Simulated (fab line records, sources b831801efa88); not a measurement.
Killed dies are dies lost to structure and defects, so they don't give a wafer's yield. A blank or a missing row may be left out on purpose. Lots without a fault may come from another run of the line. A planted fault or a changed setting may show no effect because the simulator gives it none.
fab line records | flow sky130
record lots=6 wafers=18 last_day=50
route steps=708 shown POLY_GATE@219 PAD_OPEN@708
lots that met no fault: from a run of the same line without faults
start_h: hours from the record's first day to the start of the lot's first wafer shown | wait_h: hours since the lot's step before | " the same as in the row above | L1.1+2: a row that stands for several wafers | - no value, or no start given | * or withheld: withheld | < > ~ a bound
route shown NAME@n: a module of which the file shows steps, and the number in the route of the first | usual: mean/standard deviation of fault-free wafers | same: alike in all rows | chamber/n: place in a boat | sites: the reading at each site | _std_site: their standard deviation | _edge_site: outer sites' mean less inner sites' | radius_mm: how far each site lies from the wafer's centre | mask NAME#n: copy n | behind: the tool/chamber that last shaped the wafer | hold: why the lot was held/for how many hours/how that ended | device: the transistor (n, p or np) that didn't switch | end of line: the same wafers' tests at the end of the route | a step without rows: its recipe alone | killed: dies lost to structure and defects at the first sort, not the wafer's yield | map: a wafer's dies, x killed, . not, _ none there
set.NAME: the setting as run; set.NAME@STEP: as run at that earlier step | model.NAME: the simulator's own value behind a step, which no gauge read
lots at some steps of the route; a table a step, a row a wafer
services: from which hour (start_h, from the record's first day; less than 0 if before it) a tool's chamber was out of use, for how many hours, and why
## steps
# step SKY_POLY_GATE_DEHYDRATE_05
# recipe temp_c=200 time_s=60
# step SKY_POLY_GATE_HMDS_06
# recipe prime_time_s=60 prime_temp_c=120
# step SKY_POLY_GATE_COAT_07
# recipe resist=BARC temp_c=withheld time_s=withheld spin_rpm=3000 resist_thk_nm=110
# step SKY_POLY_GATE_COAT_08
# recipe resist=KrF-thick spin_rpm=3000 resist_thk_nm=450
# step SKY_POLY_GATE_SOFTBAKE_09
# recipe temp_c=100 time_s=90 resist=KrF-thick
# step SKY_POLY_GATE_EXPOSE_10
# recipe mask_id=P1M na=0.68 source_shape=conventional sigma_outer=0.6 target_cd_nm=150 dose_mj=28
# step SKY_POLY_GATE_PEB_11
# recipe peb_temp_c=withheld peb_time_s=withheld resist=KrF-thick
# step SKY_POLY_GATE_DEVELOP_12
# recipe develop_time_s=60 resist=KrF-thick dev_temp_c=21
# step SKY_POLY_GATE_CD_MEAS_13
# recipe target_cd_nm=150
# usual cd_nm=150.0/1.3
# columns lot.wafer tool chamber start_h wait_h cd_nm
L804.1 cd_sem-02 - 386.32 - 151.3
L804.5 " - " " 152.3
L804.6 " - " " 152.2
L806.2 cd_sem-01 - 415.86 - 148.6
L806.4 " - " " 149.3
L806.6 " - " " 148.4
L810.4 cd_sem-01 - 440.68 - 153.7
L810.5 " - " " 152.6
L810.6 " - " " 153.2
L814.1 cd_sem-01 - 470.16 - 150.4
L814.4 " - " " 148.9
L814.6 " - " " 149.2
L823.1 cd_sem-02 - 553.76 - 150.4
L823.2 " - " " 151.2
L823.3 " - " " 152.2
L825.2 cd_sem-01 - 562.96 - 151.3
L825.3 " - " " 150.1
L825.4 " - " " 150.4
# step SKY_POLY_GATE_OVL_MEAS_14
# usual POLY_GATE_OVL=-1/4.9
# columns lot.wafer tool chamber start_h wait_h POLY_GATE_OVL[nm]
L804.1 overlay-01 - 386.44 0.1 2
L804.5 " - " " 1
L804.6 " - " " -4
L806.2 overlay-02 - 415.97 0.1 -6
L806.4 " - " " -2
L806.6 " - " " -10
L810.4 overlay-01 - 440.75 0.1 -2
L810.5 " - " " 0
L810.6 " - " " 1
L814.1 overlay-02 - 470.28 0.1 -1
L814.4 " - " " 1
L814.6 " - " " -7
L823.1 overlay-01 - 553.88 0.1 3
L823.2 " - " " 0
L823.3 " - " " -1
L825.2 overlay-01 - 563.06 0.1 -3
L825.3 " - " " -6
L825.4 " - " " -8
# step SKY_POLY_GATE_ETCH_15
# recipe chemistry=N2/H2 target=BARC ion_energy_ev=200 source_w=500 bias_w=100 pressure_mtorr=30 n2_flow_sccm=100 h2_flow_sccm=200 stop_on=SiO2 time_s=118.5 target_depth_a=1100
# usual drypump_motor_current_A=5.8/0.32 oes_product_au=0.716/0.0044 run_length_s=146.8/0.45 throttle_valve_pct=13.210/0.0092
# columns lot.wafer tool chamber start_h wait_h drypump_motor_current_A oes_product_au rf_hours_counter_h run_length_s throttle_valve_pct
L804.1 rie_diel-02 0 386.47 0.0 5.3 0.723 7 146.1 13.232
L804.5 " 3 " " 5.3 0.714 - 147.3 13.193
L804.6 " 2 " " 5.9 0.719 - 146.3 13.211
L806.2 rie_diel-03 1 416.00 0.0 6.2 0.716 40 147.5 13.206
L806.4 " 0 " " 5.9 0.718 10 146.6 13.209
L806.6 " 3 " " 5.8 0.713 - 146.9 13.233
L810.4 rie_diel-02 2 440.77 0.0 5.9 0.708 8 146.7 13.212
L810.5 " 0 " " 5.3 0.715 - 146.0 13.205
L810.6 " 1 " " 5.0 0.719 - 146.3 13.216
L814.1 rie_diel-01 0 470.32 0.0 5.8 0.714 32 146.9 13.217
L814.4 " 3 " " 6.0 0.715 71 147.7 13.215
L814.6 " 0 " " 5.8 0.716 - 146.9 13.207
L823.1 rie_diel-01 1 553.92 0.0 6.3 0.726 6 146.3 13.189
L823.2 " 0 " " 5.8 0.724 34 146.5 13.215
L823.3 " 3 " " 5.9 0.708 72 146.8 13.202
L825.2 rie_diel-01 2 563.09 0.0 5.9 0.711 6 146.4 13.215
L825.3 " 3 " " 5.9 0.718 73 146.7 13.206
L825.4 " 2 " " 5.9 0.714 - 146.1 13.211
# step SKY_POLY_GATE_ETCH_16
# recipe stop_on=poly-Si chemistry=CH3F/O2 target=Si3N4 source_w=400 bias_w=80 pressure_mtorr=25 ch3f_flow_sccm=40 O2_flow_sccm=30 time_s=147.5 target_depth_a=750
# usual drypump_motor_current_A=5.8/0.33 oes_product_au=0.641/0.0053 run_length_s=175.8/0.46 throttle_valve_pct=10.535/0.0088
# columns lot.wafer tool chamber start_h wait_h drypump_motor_current_A oes_product_au rf_hours_counter_h run_length_s throttle_valve_pct
L804.1 rie_diel-02 0 386.55 0.0 5.2 0.637 7 175.5 10.531
L804.5 " 3 " " 5.2 0.637 - 176.2 10.538
L804.6 " 2 " " 5.9 0.645 - 175.8 10.520
L806.2 rie_diel-03 1 416.08 0.0 6.2 0.633 40 176.6 10.553
L806.4 " 0 " " 5.9 0.635 10 175.5 10.533
L806.6 " 3 " " 5.7 0.645 - 175.5 10.543
L810.4 rie_diel-02 2 440.85 0.0 5.9 0.645 8 175.6 10.541
L810.5 " 0 " " 5.3 0.637 - 175.5 10.530
L810.6 " 1 " " 5.0 0.635 - 175.2 10.544
L814.1 rie_diel-01 0 470.40 0.0 5.8 0.641 32 175.6 10.536
L814.4 " 3 " " 5.9 0.645 71 176.2 10.531
L814.6 " 0 " " 5.8 0.645 - 175.7 10.541
L823.1 rie_diel-01 1 554.00 0.0 6.3 0.637 6 175.4 10.530
L823.2 " 0 " " 5.7 0.640 34 175.9 10.531
L823.3 " 3 " " 5.9 0.644 72 175.8 10.524
L825.2 rie_diel-01 2 563.18 0.0 5.9 0.636 7 175.6 10.537
L825.3 " 3 " " 5.9 0.644 73 176.2 10.547
L825.4 " 2 " " 5.9 0.632 - 175.5 10.541
# step SKY_POLY_GATE_ETCH_17
# recipe target_depth_nm=180 stop_on=SiO2 over_etch_frac=0.56667 chemistry=HBr/Cl2 target=poly-Si icp_w=400 bias_w=100 pressure_mtorr=10 HBr_flow_sccm=150 Cl2_flow_sccm=50 time_s=70.5
# usual drypump_motor_current_A=5.8/0.46 oes_product_au=0.990/0.0078 run_length_s=98.8/0.5 throttle_valve_pct=33.684/0.0088
# columns lot.wafer tool chamber start_h wait_h drypump_motor_current_A oes_product_au rf_hours_counter_h run_length_s throttle_valve_pct model.KrF-thick_of_POLY_GATE_COAT_08.thk_nm model.SiO2_of_SONOS_ONO_CVD_04.thk_nm
L804.1 rie_si-02 2 386.65 0.0 6.1 0.988 50 98.5 33.694 139.1 4.222
L804.5 " 2 " " 6.2 0.999 - 98.8 33.673 135.6 4.178
L804.6 " 0 " " 5.6 0.987 - 98.0 33.690 139.1 4.25
L806.2 rie_si-02 3 416.18 0.0 5.1 0.995 1 99.8 33.684 136.9 4.385
L806.4 " 1 " " 6.2 0.998 0 99.2 33.675 140.6 4.394
L806.6 " 2 " " 6.1 0.998 - 99.2 33.682 130.2 4.397
L810.4 rie_si-01 3 440.95 0.0 5.1 0.984 4 98.7 33.679 136.7 4.208
L810.5 " 1 " " 6.5 0.987 - 98.4 33.696 138.2 4.123
L810.6 " 0 " " 5.9 0.978 - 98.8 33.691 139.4 4.128
L814.1 rie_si-02 0 470.50 0.0 5.6 0.983 4 98.1 33.707 139 4.276
L814.4 " 3 " " 5.1 0.983 2 99.9 33.670 140.8 4.235
L814.6 " 3 " " 5.1 0.984 - 99.3 33.677 141.5 4.211
L823.1 rie_si-01 3 554.10 0.0 5.1 0.996 5 99.0 33.672 134.5 4.228
L823.2 " 2 " " 5.8 0.990 4 98.7 33.672 136.6 4.281
L823.3 " 0 " " 6.0 0.835 1 119.8 33.673 111.2 3.328
L825.2 rie_si-01 2 563.28 0.0 5.8 0.995 4 98.9 33.681 141.7 4.128
L825.3 " 1 " " 6.4 0.835 3 119.9 33.684 117.3 3.203
L825.4 " 0 " " 5.9 0.999 1 98.5 33.675 141.4 4.103
# step SKY_POLY_GATE_STRIP_18
# recipe chemistry=O2/N2 power_w=1400 pressure_mtorr=1500 platen_temp_c=withheld o2_flow_sccm=3000 n2_flow_sccm=300 overash_fraction=0.5
# usual drypump_motor_current_A=5.9/0.44 oes_product_au=0.359/0.0047 strip_time_to_endpoint_s=3.14/0.044
# columns lot.wafer tool chamber start_h wait_h drypump_motor_current_A oes_product_au rf_hours_counter_h strip_time_to_endpoint_s
L804.1 plasma_asher-04 1 386.71 0.0 6.1 0.368 67 3.17
L804.5 " 1 " " 6.0 0.360 - 3.12
L804.6 " 0 " " 6.4 0.362 - 3.16
L806.2 plasma_asher-02 0 416.23 0.0 5.5 0.361 60 3.13
L806.4 " 1 " " 5.2 0.363 - 3.19
L806.6 " 0 " " 5.5 0.353 - 3.07
L810.4 plasma_asher-02 0 441.04 0.1 5.5 0.356 - 3.13
L810.5 " 1 " " 5.1 0.358 - 3.15
L810.6 " 0 " " 5.5 0.368 - 3.16
L814.1 plasma_asher-04 1 470.56 0.0 6.1 0.355 76 3.17
L814.4 " 1 " " 6.1 0.353 - 3.18
L814.6 " 0 " " 6.4 0.367 - 3.20
L823.1 plasma_asher-04 1 554.16 0.0 6.1 0.358 84 3.11
L823.2 " 0 " " 6.4 0.360 84 3.13
L823.3 " 0 " " 6.4 0.342 - 2.83
L825.2 plasma_asher-04 0 563.33 0.0 6.4 0.369 85 3.19
L825.3 " 1 " " 6.1 0.355 - 2.93
L825.4 " 0 " " 6.4 0.364 - 3.19
# step SKY_POLY_GATE_CLEAN_19
# recipe chemistry=SC1/SC2 mix=1:4:20 temp_c=70 time_s=150 dry=n2_spin
# step SKY_PAD_OPEN_PROBE_99
# usual killed_at_M0_to_M3=44/7.2 killed_at_M4_up=2.9/1.8 killed_at_contacts=24/5.2 killed_at_front_end=15/4 killed_at_other=0.2/0.49 killed_dies=85/9.1 killed_open=47/6.8 killed_short=38/5.7
# same gross_dies=492 killed_at_back_side=0
# columns lot.wafer tool chamber start_h wait_h killed_at_M0_to_M3 killed_at_M4_up killed_at_contacts killed_at_front_end killed_at_other killed_dies killed_open killed_short model.etest.tip_sonos.rs_ohm_sq model.etest.tip_n.rs_ohm_sq
L804.1 prober-02 - 1101.19 0.1 36 10 22 20 1 89 51 38 2844 445.8
L804.5 prober-02 - 1101.39 0.2 39 1 25 13 0 78 45 33 2811 445.3
L804.6 prober-02 - 1101.44 0.2 39 1 20 16 0 76 45 31 2851 448.3
L806.2 prober-02 - 1123.85 0.1 46 4 24 9 0 83 49 34 2653 437.2
L806.4 prober-02 - 1123.95 0.2 45 2 31 15 0 93 49 44 2678 440.4
L806.6 prober-02 - 1124.05 0.2 39 2 21 19 0 81 40 41 2616 435.6
L810.4 prober-01 - 1138.99 0.2 36 4 32 14 0 86 47 39 2640 442.4
L810.5 prober-01 - 1139.04 0.2 35 0 25 16 0 76 48 28 2604 440.8
L810.6 prober-01 - 1139.09 0.2 41 3 28 14 0 86 50 36 2572 442.8
L814.1 prober-02 - 1156.84 0.1 42 0 16 12 0 70 42 28 2548 443.3
L814.4 prober-02 - 1156.99 0.2 33 5 26 16 0 80 42 38 2628 448.4
L814.6 prober-02 - 1157.09 0.2 44 3 17 10 0 74 42 32 2616 450.9
L823.1 prober-01 - 1204.21 0.1 41 1 26 23 0 91 54 37 2692 445.4
L823.2 prober-01 - 1204.26 0.1 36 4 21 16 0 77 45 32 2628 445.6
L823.3 prober-01 - 1204.31 0.2 48 2 29 11 1 91 50 41 2434 437.7
L825.2 prober-01 - 1207.01 0.1 41 1 25 10 0 77 45 32 2655 440.4
L825.3 prober-01 - 1207.06 0.2 31 4 18 20 0 73 37 36 2412 432.5
L825.4 prober-01 - 1207.11 0.2 59 4 30 12 1 106 60 46 2628 439.6
# killed by level:class
L804.1 CONTACT:geometric_particle:open=9 LI_CONTACT:geometric_particle:open=7 METAL1:geometric_particle:short=7 VIA1:geometric_particle:open=7 VIA2:geometric_particle:open=6 FIELD_ISO:geometric_particle:short=5 POLY_GATE:geometric_particle:short=5 METAL4:geometric_particle:short=5
L804.5 CONTACT:geometric_particle:open=8 VIA2:geometric_particle:open=7 CONTACT:geometric_particle:short=6 VIA1:geometric_particle:open=6 METAL1:geometric_particle:short=5 LI_CONTACT:geometric_particle:open=5 VIA3:geometric_particle:open=5 POLY_GATE:geometric_particle:open=4
L804.6 VIA1:geometric_particle:open=11 CONTACT:geometric_particle:open=10 VIA1:geometric_particle:short=6 VIA3:geometric_particle:open=6 FIELD_ISO:geometric_particle:short=5 LI_CONTACT:geometric_particle:open=5 FIELD_ISO:geometric_particle:open=4 METAL1:geometric_particle:short=4
L806.2 VIA1:geometric_particle:open=12 LI_CONTACT:geometric_particle:open=8 VIA2:geometric_particle:open=8 CONTACT:geometric_particle:open=7 METAL1:geometric_particle:short=6 VIA3:geometric_particle:open=5 LOCAL_INTERCONNECT:geometric_particle:short=4 VIA1:geometric_particle:short=4
L806.4 CONTACT:geometric_particle:open=15 VIA1:geometric_particle:open=7 VIA2:geometric_particle:open=7 CONTACT:geometric_particle:short=6 METAL1:geometric_particle:short=6 VIA3:geometric_particle:open=6 LOCAL_INTERCONNECT:geometric_particle:short=5 VIA1:geometric_particle:short=5
L806.6 CONTACT:geometric_particle:open=8 VIA1:geometric_particle:open=8 FIELD_ISO:geometric_particle:short=7 VIA1:geometric_particle:short=6 VIA3:geometric_particle:open=6 POLY_GATE:geometric_particle:short=5 METAL1:geometric_particle:short=5 LI_CONTACT:geometric_particle:open=4
L810.4 CONTACT:geometric_particle:open=15 VIA2:geometric_particle:open=9 VIA1:geometric_particle:open=8 FIELD_ISO:geometric_particle:short=6 LI_CONTACT:geometric_particle:open=6 METAL1:geometric_particle:short=5 VIA1:geometric_particle:short=4 METAL3:geometric_particle:short=4
L810.5 LI_CONTACT:geometric_particle:open=11 VIA2:geometric_particle:open=9 CONTACT:geometric_particle:open=8 FIELD_ISO:geometric_particle:open=5 VIA1:geometric_particle:open=5 FIELD_ISO:geometric_particle:short=4 VIA3:geometric_particle:short=4 METAL2:geometric_particle:short=4
L810.6 LI_CONTACT:geometric_particle:open=10 VIA2:geometric_particle:open=8 VIA1:geometric_particle:open=8 CONTACT:geometric_particle:short=6 CONTACT:geometric_particle:open=6 VIA3:geometric_particle:open=6 FIELD_ISO:geometric_particle:open=5 METAL2:geometric_particle:short=5
L814.1 VIA1:geometric_particle:open=15 CONTACT:geometric_particle:open=9 METAL1:geometric_particle:short=6 VIA1:geometric_particle:short=6 POLY_GATE:geometric_particle:short=5 METAL2:geometric_particle:short=5 VIA3:geometric_particle:open=5 FIELD_ISO:geometric_particle:open=3
L814.4 LI_CONTACT:geometric_particle:open=11 VIA3:geometric_particle:open=7 VIA1:geometric_particle:open=6 CONTACT:geometric_particle:open=5 METAL1:geometric_particle:short=5 METAL4:geometric_particle:short=4 LI_CONTACT:geometric_particle:short=4 VIA1:geometric_particle:short=4
L814.6 CONTACT:geometric_particle:open=8 VIA1:geometric_particle:open=8 VIA1:geometric_particle:short=7 VIA2:geometric_particle:open=5 LI_CONTACT:geometric_particle:open=4 METAL1:geometric_particle:short=4 METAL2:geometric_particle:short=4 VIA3:geometric_particle:open=4
L823.1 CONTACT:geometric_particle:open=15 FIELD_ISO:geometric_particle:open=8 VIA1:geometric_particle:open=8 VIA2:geometric_particle:open=7 FIELD_ISO:geometric_particle:short=5 POLY_GATE:geometric_particle:open=5 METAL1:geometric_particle:short=5 VIA2:geometric_particle:short=5
L823.2 LI_CONTACT:geometric_particle:open=9 VIA2:geometric_particle:open=8 FIELD_ISO:geometric_particle:open=6 CONTACT:geometric_particle:open=6 VIA1:geometric_particle:open=6 POLY_GATE:geometric_particle:short=5 VIA1:geometric_particle:short=4 VIA3:geometric_particle:open=4
L823.3 VIA3:geometric_particle:open=12 CONTACT:geometric_particle:open=11 LI_CONTACT:geometric_particle:open=9 VIA2:geometric_particle:open=9 VIA1:geometric_particle:short=8 METAL1:geometric_particle:short=6 CONTACT:geometric_particle:short=5 FIELD_ISO:geometric_particle:short=4
L825.2 CONTACT:geometric_particle:open=11 VIA1:geometric_particle:open=11 VIA1:geometric_particle:short=10 LI_CONTACT:geometric_particle:open=6 LOCAL_INTERCONNECT:geometric_particle:short=6 VIA2:geometric_particle:open=6 VIA3:geometric_particle:open=5 METAL2:geometric_particle:short=4
L825.3 CONTACT:geometric_particle:open=8 POLY_GATE:geometric_particle:open=6 VIA3:geometric_particle:short=6 VIA1:geometric_particle:open=5 VIA3:geometric_particle:open=5 FIELD_ISO:geometric_particle:open=4 FIELD_ISO:geometric_particle:short=4 LI_CONTACT:geometric_particle:open=4
L825.4 CONTACT:geometric_particle:open=11 VIA3:geometric_particle:open=11 LI_CONTACT:geometric_particle:open=9 VIA2:geometric_particle:open=9 VIA1:geometric_particle:open=7 VIA2:geometric_particle:short=7 METAL1:geometric_particle:short=6 VIA1:geometric_particle:short=5
## services
# columns tool chamber start_h hours kind
rie_diel-01 1 376.90 8.0 repair
rie_diel-03 3 391.10 11.4 repair
rie_diel-01 - 391.65 0.5 repair
rie_si-01 1 395.49 2.6 repair
rie_diel-03 - 399.71 2.8 pm
plasma_asher-04 - 430.52 0.3 repair
rie_si-02 0 430.85 3.9 repair
rie_diel-02 - 470.14 0.7 repair
rie_diel-03 - 475.99 1.2 repair
rie_si-01 - 479.44 1.6 repair
rie_si-01 - 481.81 2.8 pm
rie_diel-03 0 486.22 3.9 repair
rie_diel-01 1 487.14 11.9 repair
rie_diel-02 2 492.30 2.4 repair
rie_diel-02 2 494.81 1.9 repair
rie_si-01 - 496.98 0.4 repair
rie_diel-02 3 501.01 3.7 repair
rie_si-02 - 502.77 0.6 repair
rie_diel-02 1 504.71 - clean
plasma_asher-02 - 520.30 1.8 repair
rie_diel-01 0 533.79 5.1 repair
rie_si-02 1 544.43 2.7 repair
rie_diel-03 0 553.71 2.5 repair
rie_diel-01 0 558.20 8.5 repair
## key
first_sign step=SKY_POLY_GATE_ETCH_17 reading=run_length_s direction=up sigmas=42 usual=* struck=*
effect step=SKY_POLY_GATE_ETCH_17 reading=oes_product_au direction=down sigmas=20 usual=0.990 struck=0.835
effect step=SKY_POLY_GATE_STRIP_18 reading=strip_time_to_endpoint_s direction=down sigmas=5.9 usual=* struck=*
model_effect step=SKY_POLY_GATE_ETCH_17 value=KrF-thick_of_POLY_GATE_COAT_08.thk_nm without=143.2 struck=114.2
model_effect step=SKY_PAD_OPEN_PROBE_99 value=etest.tip_sonos.rs_ohm_sq without=2642 struck=2423
met_at SKY_POLY_GATE_ETCH_17
struck_wafers L823.3,L825.3
tester_left_out L823,L825
onset_between 440.95 554.10
fault kind=process_parameter_drift tool=rie_si-01 chamber=- onset_h=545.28 steps=SKY_POLY_GATE_ETCH_17 channel=time_s offset=* shape=step end_h=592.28 scope=struck_wafers_only acts_in=* stated=*
# tester_left_out: of these lots the tester's yield and bins aren't shown, on N5 and GAA mostly nor the transistor test; their killed dies are dies lost to structure and defects alone, not to doping, threshold or leakage, so they don't give the yield
